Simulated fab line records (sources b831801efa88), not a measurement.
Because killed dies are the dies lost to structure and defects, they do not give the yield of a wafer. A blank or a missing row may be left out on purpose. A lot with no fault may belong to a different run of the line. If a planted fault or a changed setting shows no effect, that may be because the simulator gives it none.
fab line records    flow gf180mcu
record lots=13  wafers=39  lastDay=34
route steps=602 shown HV_LDD@208 NSD@246 PSD@256
lots with no fault: from the same line, run without faults
startH: hours from the record's opening day to when the first of the lot's shown wafers began    waitH: time in hours since the lot's previous step    " repeats the value in the row above    L1.1+2: a single row standing in for several wafers    - no value present, or no start provided    * or withheld: withheld    < > ~ a bound
route shown NAME@n: names a module that has steps shown in the file, with the first one's number in the route    usual: average and standard deviation across the fault-free wafers    same: alike in all rows    chamber/n: place in a boat    sites: readings site by site    _std_site: the standard deviation of these    _edge_site: mean of outer sites minus mean of inner sites    radiusMm: how far each site lies from the wafer's centre    mask NAME#n: copy n    behind: the most recent tool/chamber to have shaped the wafer    hold: cause of the lot's hold/its duration in hours/its outcome    device: transistor that didn't switch, given as n, p or np    end of line: tests of these same wafers at the route's end    a step with no rows: only its recipe    killed: not the wafer's yield, but the dies lost to structure and defects at the first sort    map: the dies of a wafer, with x for killed, . for not killed, _ for no die there
set.NAME: setting as actually run; set.NAME@STEP: the setting as run at that earlier step    model.NAME: the simulator's own value behind a step, which no gauge read
route steps across a sampled set of lots; one table per step, one row per wafer
services: from which hour (startH, from the record's first day; less than 0 if before it) a tool's chamber was out of use, for how many hours, and why
## steps
# step GF_HV_LDD_OVL_MEAS_32
# usual HV_LDD_02_OVL=-0.3/1.3
lot.wafer  tool        chamber  startH  waitH  HV_LDD_02_OVL[nm]
L739.1     overlay-01  -        268.91  0.1    -0.3
L739.3     "           -        "       "      0.4
L739.6     "           -        "       "      0.8
L740.1     overlay-02  -        274.96  0.1    0.8
L740.3     "           -        "       "      1.9
L740.4     "           -        "       "      0.5
L741.1     overlay-01  -        286.61  0.1    -0.2
L741.5     "           -        "       "      -0.1
L741.6     "           -        "       "      0.2
L743.2     overlay-02  -        302.92  0.1    -1.1
L743.4     "           -        "       "      0.7
L743.5     "           -        "       "      0.1
L744.1     overlay-02  -        310.21  0.1    1.3
L744.4     "           -        "       "      0.4
L744.6     "           -        "       "      0.3
L745.2     overlay-02  -        328.72  0.1    0.0
L745.3     "           -        "       "      -0.2
L745.6     "           -        "       "      1.1
L748.4     overlay-02  -        349.41  0.1    -1.2
L748.5     "           -        "       "      1.6
L748.6     "           -        "       "      0.0
L750.2     overlay-01  -        363.56  0.1    -0.4
L750.5     "           -        "       "      0.3
L750.6     "           -        "       "      0.6
L753.3     overlay-02  -        381.72  0.1    -0.4
L753.4     "           -        "       "      0.9
L753.6     "           -        "       "      -0.8
L754.3     overlay-01  -        389.62  0.1    -0.8
L754.4     "           -        "       "      -2.6
L754.5     "           -        "       "      -1.7
L757.2     overlay-01  -        409.21  0.1    -0.7
L757.3     "           -        "       "      1.0
L757.4     "           -        "       "      -1.2
L756.3     overlay-02  -        409.52  0.1    0.9
L756.4     "           -        "       "      -0.2
L756.6     "           -        "       "      0.7
L758.1     overlay-01  -        418.51  0.1    0.1
L758.5     "           -        "       "      0.0
L758.6     "           -        "       "      1.1
# step GF_HV_LDD_RTA_52
# recipe tempC=1000  timeS=10  ambient=N2
# usual lampPowerPct=32.9/0.64  wafer_temp_C_max=1005.2/1
lot.wafer  tool          chamber  startH  waitH  lampPowerPct  wafer_temp_C_max
L739.1     rtpAnneal-02  0        288.31  0.0    32.3          1005.1
L739.3     "             0        "       "      32.3          1006.9
L739.6     "             0        "       "      32.3          1005.1
L740.1     rtpAnneal-02  0        294.96  0.0    32.3          1006.4
L740.3     "             0        "       "      32.3          1005.8
L740.4     "             0        "       "      32.3          1004.4
L741.1     rtpAnneal-02  0        306.56  0.0    32.3          1005.4
L741.5     "             0        "       "      32.3          1005.2
L741.6     "             0        "       "      32.3          1007.3
L743.2     rtpAnneal-02  0        323.30  0.0    32.3          1005.9
L743.4     "             0        "       "      32.3          1004.3
L743.5     "             0        "       "      32.3          1006.4
L744.1     rtpAnneal-02  0        331.31  0.0    32.3          1004.4
L744.4     "             0        "       "      32.3          1005.3
L744.6     "             0        "       "      32.3          1006.8
L745.2     rtpAnneal-01  0        350.92  0.0    33.5          1005.4
L745.3     "             0        "       "      33.6          1005.2
L745.6     "             0        "       "      33.6          1004.4
L748.4     rtpAnneal-01  0        372.89  0.0    33.6          1005.6
L748.5     "             0        "       "      33.6          1003.4
L748.6     "             0        "       "      33.6          1006.4
L750.2     rtpAnneal-01  0        387.40  0.0    33.6          1004.2
L750.5     "             0        "       "      33.6          1004.4
L750.6     "             0        "       "      33.5          1003.9
L753.3     rtpAnneal-01  0        405.18  0.0    33.6          1004.0
L753.4     "             0        "       "      33.5          1003.3
L753.6     "             0        "       "      33.5          1004.2
L754.3     rtpAnneal-01  0        414.31  0.0    33.6          1003.5
L754.4     "             0        "       "      33.6          1003.8
L754.5     "             0        "       "      33.5          1004.3
L757.2     rtpAnneal-02  0        434.37  0.0    32.2          1006.1
L757.3     "             0        "       "      32.3          1004.7
L757.4     "             0        "       "      32.3          1004.2
L756.3     rtpAnneal-01  0        434.68  0.0    33.5          1005.0
L756.4     "             0        "       "      33.6          1005.7
L756.6     "             0        "       "      33.6          1006.0
L758.1     rtpAnneal-02  0        443.06  0.0    32.3          1003.8
L758.5     "             0        "       "      32.2          1003.2
L758.6     "             0        "       "      32.3          1005.4
# step GF_NSD_STRIP_11
# recipe chemistry=O2/N2  powerW=1400  pressureMtorr=1500  platenTempC=250  o2FlowSccm=3000  n2FlowSccm=300  overashFraction=0.5
# usual drypumpMotorCurrentA=5.5/0.57  heaterPowerW=330/22  oesProductAu=0.487/0.0048  stripTimeToEndpointS=22.96/0.032
lot.wafer  tool            chamber  startH  waitH  drypumpMotorCurrentA  heaterPowerW  oesProductAu  rfHoursCounterH  stripTimeToEndpointS
L739.1     plasmaAsher-01  0        310.20  0.1    4.9                   340           0.482         20               22.99
L739.3     "               0        "       "      4.9                   341           0.491         -                22.94
L739.6     "               0        "       "      4.9                   335           0.493         -                22.98
L740.1     plasmaAsher-04  0        317.35  0.1    5.0                   281           0.488         53               23.01
L740.3     "               1        "       "      6.5                   343           0.492         -                22.97
L740.4     "               0        "       "      5.0                   280           0.488         -                22.99
L741.1     plasmaAsher-02  1        329.35  0.1    5.1                   318           0.480         67               23.00
L741.5     "               0        "       "      5.6                   339           0.491         -                23.01
L741.6     "               1        "       "      5.1                   312           0.494         -                22.95
L743.2     plasmaAsher-02  1        347.45  0.1    5.1                   312           0.483         69               22.96
L743.4     "               0        "       "      5.6                   336           0.486         -                22.96
L743.5     "               0        "       "      5.6                   345           0.493         -                22.96
L744.1     plasmaAsher-01  0        355.88  0.1    4.9                   338           0.474         25               22.98
L744.4     "               1        "       "      6.1                   347           0.487         -                22.92
L744.6     "               0        "       "      4.9                   328           0.493         -                22.92
L745.2     plasmaAsher-02  1        376.48  0.1    5.1                   314           0.586         72               -
L745.3     "               1        "       "      5.1                   308           0.575         -                -
L745.6     "               0        "       "      5.6                   341           0.576         -                -
L748.4     plasmaAsher-04  1        398.98  0.1    6.5                   332           0.487         -                22.98
L748.5     "               0        "       "      5.0                   277           0.488         -                22.97
L748.6     "               1        "       "      6.5                   333           0.479         -                22.98
L750.2     plasmaAsher-01  1        413.85  0.1    6.1                   352           0.482         31               22.95
L750.5     "               0        "       "      4.9                   335           0.499         -                22.98
L750.6     "               1        "       "      6.1                   344           0.482         -                22.94
L753.3     plasmaAsher-01  0        433.38  0.1    4.9                   331           0.485         -                22.93
L753.4     "               1        "       "      6.1                   357           0.484         -                22.89
L753.6     "               0        "       "      4.9                   345           0.484         -                22.86
L754.3     plasmaAsher-02  0        442.13  0.1    5.6                   327           0.481         -                22.99
L754.4     "               1        "       "      5.1                   307           0.485         -                23.01
L754.5     "               0        "       "      5.6                   329           0.492         -                23.00
L757.2     plasmaAsher-02  0        463.35  0.1    5.7                   332           0.490         5                23.00
L757.3     "               1        "       "      5.1                   305           0.486         -                22.99
L757.4     "               0        "       "      5.7                   327           0.477         -                22.99
L756.3     plasmaAsher-01  1        464.26  0.1    6.0                   361           0.481         -                22.92
L756.4     "               0        "       "      4.9                   336           0.493         -                22.94
L756.6     "               0        "       "      4.9                   334           0.488         -                22.94
L758.1     plasmaAsher-02  0        471.05  0.1    5.6                   327           0.487         6                23.00
L758.5     "               1        "       "      5.1                   312           0.498         -                22.98
L758.6     "               0        "       "      5.7                   333           0.485         -                22.97
# step GF_PSD_OVL_MEAS_08
# usual PSD_OVL=0.7/1.5
lot.wafer  tool        chamber  startH  waitH  PSD_OVL[nm]
L739.1     overlay-01  -        330.46  0.1    -0.5
L739.3     "           -        "       "      -2.7
L739.6     "           -        "       "      2.1
L740.1     overlay-02  -        337.11  0.1    -0.2
L740.3     "           -        "       "      0.4
L740.4     "           -        "       "      0.3
L741.1     overlay-02  -        350.81  0.1    1.1
L741.5     "           -        "       "      -0.2
L741.6     "           -        "       "      1.7
L743.2     overlay-02  -        369.08  0.1    1.5
L743.4     "           -        "       "      2.0
L743.5     "           -        "       "      2.8
L744.1     overlay-01  -        378.21  0.1    -0.6
L744.4     "           -        "       "      0.2
L744.6     "           -        "       "      -2.4
L745.2     overlay-02  -        398.92  0.1    -0.9
L745.3     "           -        "       "      -1.1
L745.6     "           -        "       "      -0.8
L748.4     overlay-02  -        422.63  0.1    -1.5
L748.5     "           -        "       "      -0.1
L748.6     "           -        "       "      1.3
L750.2     overlay-02  -        437.46  0.1    -0.9
L750.5     "           -        "       "      -1.9
L750.6     "           -        "       "      -1.2
L753.3     overlay-01  -        457.92  0.1    -1.3
L753.4     "           -        "       "      -1.5
L753.6     "           -        "       "      -0.9
L754.3     overlay-02  -        467.72  0.1    0.4
L754.4     "           -        "       "      0.9
L754.5     "           -        "       "      0.2
L757.2     overlay-01  -        487.21  0.1    0.2
L757.3     "           -        "       "      2.5
L757.4     "           -        "       "      1.9
L756.3     overlay-01  -        488.57  0.1    5.4
L756.4     "           -        "       "      5.6
L756.6     "           -        "       "      4.7
L758.1     overlay-02  -        494.96  0.1    -1.9
L758.5     "           -        "       "      2.4
L758.6     "           -        "       "      0.6
# step GF_PSD_STRIP_10
# recipe chemistry=O2/N2  powerW=1400  pressureMtorr=1500  platenTempC=250  o2FlowSccm=3000  n2FlowSccm=300  overashFraction=0.5
# usual drypumpMotorCurrentA=5.3/0.43  heaterPowerW=341/33  oesProductAu=0.592/0.0043  stripTimeToEndpointS=16.53/0.038
lot.wafer  tool            chamber  startH  waitH  drypumpMotorCurrentA  heaterPowerW  oesProductAu  rfHoursCounterH  stripTimeToEndpointS
L739.1     plasmaAsher-03  1        330.65  0.1    5.1                   400           0.597         66               16.52
L739.3     "               0        "       "      5.0                   338           0.596         -                16.51
L739.6     "               1        "       "      5.0                   391           0.600         -                16.55
L740.1     plasmaAsher-02  1        337.30  0.1    5.1                   318           0.596         68               16.48
L740.3     "               0        "       "      5.7                   341           0.601         -                16.46
L740.4     "               1        "       "      5.1                   320           0.587         -                16.46
L741.1     plasmaAsher-03  1        350.99  0.1    5.1                   395           0.596         68               16.49
L741.5     "               0        "       "      5.0                   339           0.594         -                16.49
L741.6     "               1        "       "      5.1                   384           0.592         -                16.48
L743.2     plasmaAsher-04  0        369.26  0.1    5.0                   273           0.587         58               16.55
L743.4     "               0        "       "      5.0                   280           0.589         -                16.53
L743.5     "               0        "       "      5.0                   282           0.587         -                16.55
L744.1     plasmaAsher-04  0        378.39  0.1    5.0                   280           0.589         59               16.48
L744.4     "               0        "       "      5.0                   283           0.593         -                16.50
L744.6     "               0        "       "      5.0                   282           0.594         -                16.51
L745.2     plasmaAsher-02  0        399.10  0.1    5.6                   346           0.603         74               18.80
L745.3     "               1        "       "      5.1                   316           0.603         -                18.82
L745.6     "               1        "       "      5.1                   322           0.607         -                18.82
L748.4     plasmaAsher-03  1        422.83  0.1    5.1                   391           0.589         -                16.56
L748.5     "               0        "       "      4.9                   337           0.596         -                16.55
L748.6     "               1        "       "      5.1                   402           0.589         -                16.55
L750.2     plasmaAsher-02  0        437.64  0.1    5.6                   334           0.591         1                16.51
L750.5     "               0        "       "      5.6                   323           0.589         -                16.48
L750.6     "               1        "       "      5.2                   307           0.586         -                16.49
L753.3     plasmaAsher-03  1        458.13  0.1    5.1                   392           0.593         -                16.51
L753.4     "               0        "       "      5.0                   330           0.594         -                16.51
L753.6     "               1        "       "      5.1                   383           0.594         -                16.57
L754.3     plasmaAsher-03  1        467.96  0.1    5.1                   394           0.592         -                16.57
L754.4     "               0        "       "      5.0                   329           0.600         -                16.57
L754.5     "               0        "       "      5.0                   340           0.590         -                16.53
L757.2     plasmaAsher-02  0        487.39  0.1    5.6                   333           0.586         8                16.52
L757.3     "               0        "       "      5.6                   331           0.589         -                16.48
L757.4     "               1        "       "      5.1                   306           0.585         -                16.53
L756.3     plasmaAsher-03  0        488.78  0.1    5.0                   340           0.599         -                16.54
L756.4     "               1        "       "      5.1                   384           0.593         -                16.54
L756.6     "               1        "       "      5.1                   394           0.596         -                16.57
L758.1     plasmaAsher-03  0        495.14  0.1    5.0                   329           0.598         86               16.55
L758.5     "               0        "       "      5.0                   325           0.586         -                16.47
L758.6     "               1        "       "      5.1                   386           0.587         -                16.47
# step GF_PSD_TW_MEAS_11
# usual PSD_TW=3164/26
lot.wafer  tool          chamber  startH  waitH  PSD_TW
L739.1     filmMetro-03  -        330.75  0.1    3192
L739.3     "             -        "       "      3200
L739.6     "             -        "       "      3200
L740.1     filmMetro-01  -        337.40  0.1    3186
L740.3     "             -        "       "      3172
L740.4     "             -        "       "      3198
L741.1     filmMetro-01  -        351.09  0.1    3148
L741.5     "             -        "       "      3179
L741.6     "             -        "       "      3166
L743.2     filmMetro-04  -        369.37  0.1    3127
L743.4     "             -        "       "      3133
L743.5     "             -        "       "      3163
L744.1     filmMetro-03  -        378.49  0.1    3186
L744.4     "             -        "       "      3190
L744.6     "             -        "       "      3195
L745.2     filmMetro-03  -        399.21  0.1    30
L745.3     "             -        "       "      30
L745.6     "             -        "       "      30
L748.4     filmMetro-04  -        422.93  0.1    3129
L748.5     "             -        "       "      3144
L748.6     "             -        "       "      3135
L750.2     filmMetro-04  -        437.75  0.1    3123
L750.5     "             -        "       "      3142
L750.6     "             -        "       "      3128
L753.3     filmMetro-01  -        458.21  0.1    3159
L753.4     "             -        "       "      3179
L753.6     "             -        "       "      3185
L754.3     filmMetro-01  -        468.04  0.1    3166
L754.4     "             -        "       "      3194
L754.5     "             -        "       "      3166
L757.2     filmMetro-03  -        487.50  0.1    3193
L757.3     "             -        "       "      3172
L757.4     "             -        "       "      3183
L756.3     filmMetro-04  -        488.86  0.1    3153
L756.4     "             -        "       "      3131
L756.6     "             -        "       "      3135
L758.1     filmMetro-03  -        495.24  0.1    3203
L758.5     "             -        "       "      3205
L758.6     "             -        "       "      3186
## services
tool            chamber  startH  hours  kind
plasmaAsher-01  -        285.65  2.8    pm
plasmaAsher-03  -        368.42  1.2    repair
plasmaAsher-04  -        372.64  3.9    repair
plasmaAsher-04  -        401.88  95.0   repair
plasmaAsher-02  -        421.25  9.0    pm
plasmaAsher-02  0        421.25  9.0    ventCycle
plasmaAsher-02  1        421.25  9.0    ventCycle
plasmaAsher-01  -        429.26  2.1    repair
plasmaAsher-02  0        430.25  -      clean
plasmaAsher-02  1        430.25  -      clean
plasmaAsher-03  -        445.47  1.5    repair
## key
firstSign step=GF_NSD_STRIP_11  reading=oesProductAu  direction=up  sigmas=19  usual=0.487  struck=0.579
effect step=GF_PSD_STRIP_10  reading=stripTimeToEndpointS  direction=up  sigmas=60  usual=*  struck=*
effect step=GF_PSD_TW_MEAS_11  reading=PSD_TW  direction=down  sigmas=99+  usual=3164  struck=30
metAt GF_NSD_STRIP_11
struckLots L745
sortLeftOut L745.2,L745.3,L745.6
testerLeftOut L745
notActingAt GF_HV_LDD_OVL_MEAS_32,GF_HV_LDD_RTA_52,GF_PSD_OVL_MEAS_08
onsetBetween 347.45 376.48
fault kind=stripAborted  tool=plasmaAsher-02  chamber=-  onsetH=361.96  steps=GF_NSD_STRIP_11  offset=0.39822  endH=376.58
# testerLeftOut: of these lots the tester's yield and bins aren't shown, on N5 and GAA mostly nor the transistor test; their killed dies are dies lost to structure and defects alone, not to doping, threshold or leakage, so they don't give the yield
# sortLeftOut: the simulated sort isn't trusted on such a fault, so these wafers' sort isn't shown, and their yield isn't known
